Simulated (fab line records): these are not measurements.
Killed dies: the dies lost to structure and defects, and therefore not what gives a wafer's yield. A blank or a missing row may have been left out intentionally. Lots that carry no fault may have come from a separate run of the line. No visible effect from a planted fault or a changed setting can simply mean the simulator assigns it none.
Which tool is to blame? ; flow sky130 ; 12 lots, 36 wafers sampled, at 1 step of a route of 708

## WHAT THE GAUGES SHOWED, per wafer
SKY_SD_N_RS_MEAS_16: a four-point-probe measurement.
lot;measured;on;SD_N_RS (ohm/sq)
L075;day 28 17:27;film-metro-02;68.58 68.59 68.60
L077;day 29 19:18;film-metro-01;68.40 68.66 68.79
L079;day 30 06:53;film-metro-04;68.53 68.40 68.51
L080;day 30 18:45;film-metro-01;68.77 68.68 68.69
L083;day 31 00:24;film-metro-02;68.47 68.58 68.63
L086;day 31 23:08;film-metro-04;68.43 68.45 68.63
L087;day 32 06:32;film-metro-04;68.67 68.62 68.63
L089;day 33 23:34;film-metro-01;68.86 68.68 68.60
L090;day 33 23:51;film-metro-02;68.74 68.77 68.53
L093;day 34 07:23;film-metro-01;68.58 68.66 68.76
L095;day 35 01:32;film-metro-04;68.46 68.46 68.51
L097;day 35 09:35;film-metro-02;68.63 68.54 68.47

## EACH LOT AND THE TOOL THAT RAN IT (in order: tool; ch and the chambers of the sampled wafers; start)
Record: no process step prior to these readings.

## THE ANSWER, worked out from the rows above alone
Rule: usual is defined by the lots themselves. Put in order of their means at a reading, lots are off if they are a third of the lots or fewer, leave a main group of 4 or more, and stand apart from it by a gap of 3 or more times the standard deviation of the main group's means; of several such gaps the widest counts. A main group is skipped when, at the precision printed for the reading in the tables above, its means are all equal. Also off: a lot with no number at a reading for which 4 or more lots have one. Where the step has rows for the other lots, those lots are counted as sound.
None of the lots is off at any reading shown; this tells nothing.

## WHAT THE SIMULATOR PUT IN
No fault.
